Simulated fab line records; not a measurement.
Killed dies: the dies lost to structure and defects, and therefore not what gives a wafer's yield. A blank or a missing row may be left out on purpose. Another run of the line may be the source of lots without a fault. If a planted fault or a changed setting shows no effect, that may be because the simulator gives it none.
A single fault, viewed from 2 desks + flow gf180mcu + every desk sees just its own numbers, and what lay behind them comes last

## FROM THE METROLOGY DESK
What the gauges read for every lot (on any tool): the sampled wafers with a number, averaged. A lot is out of limits, marked OUT, if its mean lies more than 4 standard deviations from the usual mean; the brackets give that distance.
Columns: A = M4_ALCU_RS at GF_M4_RS_MEAS_05, usual 0.0699 ohm/sq; B = V4_CVD_02_THK at GF_V4_THK_MEAS_03, usual 847 nm; C = V4_BOW at GF_V4_BOW_MEAS_05, usual 134 um; D = V4_OVL at GF_V4_OVL_MEAS_15, usual 1 nm
| lot  | first seen here | A      | B              | C   | D  |
|------|-----------------|--------|----------------|-----|----|
| L394 | day 22 12:56    | 0.0690 | 842            | 140 | -0 |
| L395 | day 22 21:59    | 0.0706 | 854            | 133 | 5  |
| L396 | day 23 08:42    | 0.0705 | 838            | 105 | -5 |
| L397 | day 23 12:22    | 0.0696 | 846            | 146 | 4  |
| L398 | day 23 23:40    | 0.0688 | 862            | 137 | -8 |
| L400 | day 25 09:11    | 0.0702 | 839            | 141 | -2 |
| L402 | day 25 21:34    | 0.0696 | 851            | 127 | 3  |
| L404 | day 27 02:38    | 0.0679 | 1153 (+26) OUT | 134 | 2  |
| L407 | day 27 16:57    | 0.0697 | 1160 (+26) OUT | 130 | -4 |
| L409 | day 27 19:47    | 0.0701 | 1141 (+24) OUT | 128 | 2  |
| L408 | day 27 21:05    | 0.0699 | 846            | 140 | -3 |
| L410 | day 28 04:05    | 0.0712 | 851            | 110 | -6 |
This desk reports L404, L407, L409 out of limits; the earliest was L404 at day 27 23:25 (V4_CVD_02_THK at GF_V4_THK_MEAS_03). In limits: L394, L395, L396, L397, L398, L400, L402, L408, L410.

## THE TOOL OWNER'S DESK: pecvd-04
The tool's own readings at GF_V4_CVD_02 (deposits SiO2 from TEOS, target thk 850 nm, time 94.851 s): means of the sampled wafers that have a number, for each lot that ran on this tool. A lot is out of limits, marked OUT, if its mean lies more than 4 standard deviations from the usual mean; the brackets give that distance.
Columns: A = heater power w at GF_V4_CVD_02, usual 705 W
| lot  | first seen here | A   |
|------|-----------------|-----|
| L394 | day 23 13:04    | 651 |
| L397 | day 24 10:33    | 729 |
| L398 | day 24 22:04    | 605 |
| L400 | day 26 06:31    | 692 |
| L404 | day 27 23:21    | 736 |
| L407 | day 28 13:16    | 616 |
| L409 | day 28 16:37    | 653 |
Result from this desk: across the 7 lots, nothing is out of limits.

## BROUGHT TOGETHER
At day 27 23:25 the metrology desk could have sounded an alarm, on L404, L407, L409.
The tool owner's desk saw nothing out of limits.
The tool owner's desk has L404, L407, L409 on record, within its limits.
The lots listed all ran GF_V4_CVD_02 on pecvd-04.

## WHAT THE SIMULATOR HAD INSERTED
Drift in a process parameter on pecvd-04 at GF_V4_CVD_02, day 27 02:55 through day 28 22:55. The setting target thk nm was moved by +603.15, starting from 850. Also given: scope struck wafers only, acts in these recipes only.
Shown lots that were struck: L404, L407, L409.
Per desk, hours elapsed from the start of the fault to the first reading out of limits: for the metrology desk, 20.
